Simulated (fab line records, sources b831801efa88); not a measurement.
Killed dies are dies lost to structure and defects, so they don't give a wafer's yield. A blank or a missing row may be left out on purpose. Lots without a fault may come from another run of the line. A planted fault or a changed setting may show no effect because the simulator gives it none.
Which tool did it? | flow sky130 | 6 lots, 18 wafers sampled, at 1 step of a route of 708

WHAT THE GAUGES READ, wafer by wafer
SKY_NWELL_OVL_MEAS_23.
lot  | measured     | on         | NWELL_01_OVL (nm)
L751 | day 5 09:12  | overlay-01 | -2.2 -2.2 -2.1
L762 | day 8 08:18  | overlay-02 | 0.1 1.9 0.2
L764 | day 8 19:31  | overlay-01 | 2.8 2.3 2.2
L767 | day 9 12:36  | overlay-02 | 0.9 0.0 -0.2
L771 | day 10 12:57 | overlay-02 | -1.2 1.5 -1.2
L773 | day 11 04:16 | overlay-02 | 2.6 0.6 2.4

WHICH TOOL RAN EACH LOT (tool, then ch and the chambers of the sampled wafers, then the start)
The record holds no process step before these readings.

THE ANSWER, worked out from the rows above alone
Rule: what is usual is taken from the lots themselves. Put in order of their means at a reading, lots are off if they are a third of the lots or fewer, leave a main group of 4 or more, and stand apart from it by a gap of 3 or more times the standard deviation of the main group's means; of several such gaps the widest counts. A main group whose means are all the same, to the digits that the tables above print for the reading, isn't used. A lot without any number at a reading at which 4 lots or more have one is off too. The other lots that the step has rows for count as sound.
No lot is off at any reading shown: from this, nothing can be told.

WHAT THE SIMULATOR HAD PUT IN
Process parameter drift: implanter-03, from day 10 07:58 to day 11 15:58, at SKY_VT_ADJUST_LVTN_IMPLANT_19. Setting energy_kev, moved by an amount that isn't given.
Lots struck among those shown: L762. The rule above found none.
